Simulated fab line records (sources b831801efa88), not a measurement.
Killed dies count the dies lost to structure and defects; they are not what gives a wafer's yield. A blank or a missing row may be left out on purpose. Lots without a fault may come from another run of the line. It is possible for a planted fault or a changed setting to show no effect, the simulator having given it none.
The same fault as seen by 2 desks -- flow sky130 -- every desk sees just its own numbers, and what lay behind them comes last

== THE TOOL OWNER'S DESK: pvdSputter-01 ==
The tool's own readings at SKY_METAL5_SPUTTER_00 (material Ti, target thk 15 nm, time 10 s): means of the sampled wafers that have a number, for each lot that ran on this tool. If a lot's mean is further than 4 standard deviations from the usual mean, the lot is out of limits and carries the mark OUT (the distance appears in the brackets).
Columns: A = throttleValvePct at SKY_METAL5_SPUTTER_00, usual 30.0 %
lot,first seen here,A
L220,day 45 19:23,29.0
L226,day 47 02:13,28.9
L229,day 47 17:02,29.7
Result from this desk: across the 3 lots, nothing is out of limits.

== FROM THE METROLOGY DESK ==
What the gauges read for every lot (on any tool): the sampled wafers with a number, averaged. If a lot's mean is further than 4 standard deviations from the usual mean, the lot is out of limits and carries the mark OUT (the distance appears in the brackets).
Columns: A = VIA4_OVL at SKY_VIA4_OVL_MEAS_11, usual 0.1 nm; B = VIA4_W_RS at SKY_VIA4_RS_MEAS_19, usual 0.2265 ohm/sq; C = VIA4_W_THK at SKY_VIA4_THK_MEAS_20, usual 513 nm
lot,first seen here,A,B,C
L220,day 45 17:59,1.1,0.2273,503
L222,day 45 21:58,0.1,0.2235,511
L226,day 47 00:48,-3.1,0.2296,501
L229,day 47 15:37,-0.8,0.2293,509
L234,day 48 13:53,1.1,0.2273,503
L233,day 48 16:28,1.1,0.2266,514
Result from this desk: across the 6 lots, nothing is out of limits.

== BROUGHT TOGETHER ==
The desk of the tool owner found nothing out of limits.
Nothing out of limits was seen by the metrology desk.

== WHAT HAD BEEN PUT IN BY THE SIMULATOR ==
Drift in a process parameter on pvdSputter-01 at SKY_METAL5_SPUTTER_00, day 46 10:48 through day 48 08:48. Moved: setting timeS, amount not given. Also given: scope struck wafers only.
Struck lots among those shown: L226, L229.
